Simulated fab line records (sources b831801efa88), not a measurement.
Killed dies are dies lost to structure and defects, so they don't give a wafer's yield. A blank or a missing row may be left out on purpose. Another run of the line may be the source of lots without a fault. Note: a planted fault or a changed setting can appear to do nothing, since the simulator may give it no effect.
Chamber matching :: flow gf180mcu :: hdpcvd-01 running GF_V4_CVD_00: 3 sister chambers
The step deposits SiO2, target thk 600 nm, time 100 s. 14 wafers are shown with their chamber, then 7 later ones without.

== WAFERS, EACH WITH ITS CHAMBER ==
wafer: L210.1
chamber: 2
run_length_s (s): 128.9
pressure_mtorr (mTorr): 6.013

wafer: L210.3
chamber: 0
run_length_s (s): 127.1
pressure_mtorr (mTorr): 5.992

wafer: L210.4
chamber: 1
run_length_s (s): 128.4
pressure_mtorr (mTorr): 6.024

wafer: L223.3
chamber: 0
run_length_s (s): 127.1
pressure_mtorr (mTorr): 6.006

wafer: L223.4
chamber: 0
run_length_s (s): 127.2
pressure_mtorr (mTorr): 5.998

wafer: L223.6
chamber: 2
run_length_s (s): 128.7
pressure_mtorr (mTorr): 6.002

wafer: L224.3
chamber: 1
run_length_s (s): 128.5
pressure_mtorr (mTorr): 6.004

wafer: L224.4
chamber: 2
run_length_s (s): 128.7
pressure_mtorr (mTorr): 6.003

wafer: L224.5
chamber: 1
run_length_s (s): 128.9
pressure_mtorr (mTorr): 6.013

wafer: L227.2
chamber: 2
run_length_s (s): 128.3
pressure_mtorr (mTorr): 5.992

wafer: L227.3
chamber: 1
run_length_s (s): 128.4
pressure_mtorr (mTorr): 5.992

wafer: L227.4
chamber: 1
run_length_s (s): 128.4
pressure_mtorr (mTorr): 5.992

wafer: L228.1
chamber: 0
run_length_s (s): 128.1
pressure_mtorr (mTorr): 6.019

wafer: L228.5
chamber: 1
run_length_s (s): 128.4
pressure_mtorr (mTorr): 6.003

SIGNATURES (means of the wafers above)
reading: run_length_s
chamber 0: 127.375
chamber 1: 128.500
chamber 2: 128.650
scatter within a chamber: 0.316

reading: pressure_mtorr
chamber 0: 6.00375
chamber 1: 6.00467
chamber 2: 6.00250
scatter within a chamber: 0.0113
Rule: for a wafer and a chamber, the distance is found by dividing, reading by reading, the gap between the wafer's reading and the chamber's mean by the reading's scatter, squaring, summing and taking the root. The wafer belongs to the nearest chamber; if the next one is less than 2 further off, it can't be placed. The scatter is the square root of a quotient: the sum, over the shown wafers, of each reading's squared deviation from its chamber's mean, divided by wafers minus chambers.

== WAFERS WITH NO CHAMBER GIVEN ==
wafer: L228.6
run_length_s (s): 127.8
pressure_mtorr (mTorr): 6.025

wafer: L229.2
run_length_s (s): 128.3
pressure_mtorr (mTorr): 6.003

wafer: L229.3
run_length_s (s): 128.7
pressure_mtorr (mTorr): 6.006

wafer: L229.5
run_length_s (s): 127.3
pressure_mtorr (mTorr): 5.999

wafer: L230.3
run_length_s (s): 128.8
pressure_mtorr (mTorr): 5.984

wafer: L230.5
run_length_s (s): 127.0
pressure_mtorr (mTorr): 6.013

wafer: L230.6
run_length_s (s): 128.8
pressure_mtorr (mTorr): 6.004

== WHICH CHAMBER EACH WENT THROUGH ==
wafer: L228.6
from the rows above: can't be placed: 0 or 1 or 2
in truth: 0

wafer: L229.2
from the rows above: can't be placed: 1 or 2
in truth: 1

wafer: L229.3
from the rows above: can't be placed: 2 or 1
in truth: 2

wafer: L229.5
from the rows above: 0
in truth: 0

wafer: L230.3
from the rows above: can't be placed: 2 or 1
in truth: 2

wafer: L230.5
from the rows above: 0
in truth: 0

wafer: L230.6
from the rows above: can't be placed: 2 or 1
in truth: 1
Correct placement for 2 of the 7. From these rows, 5 cannot be placed; in 5 the true chamber is one of the candidates. Wrongly placed: 0.
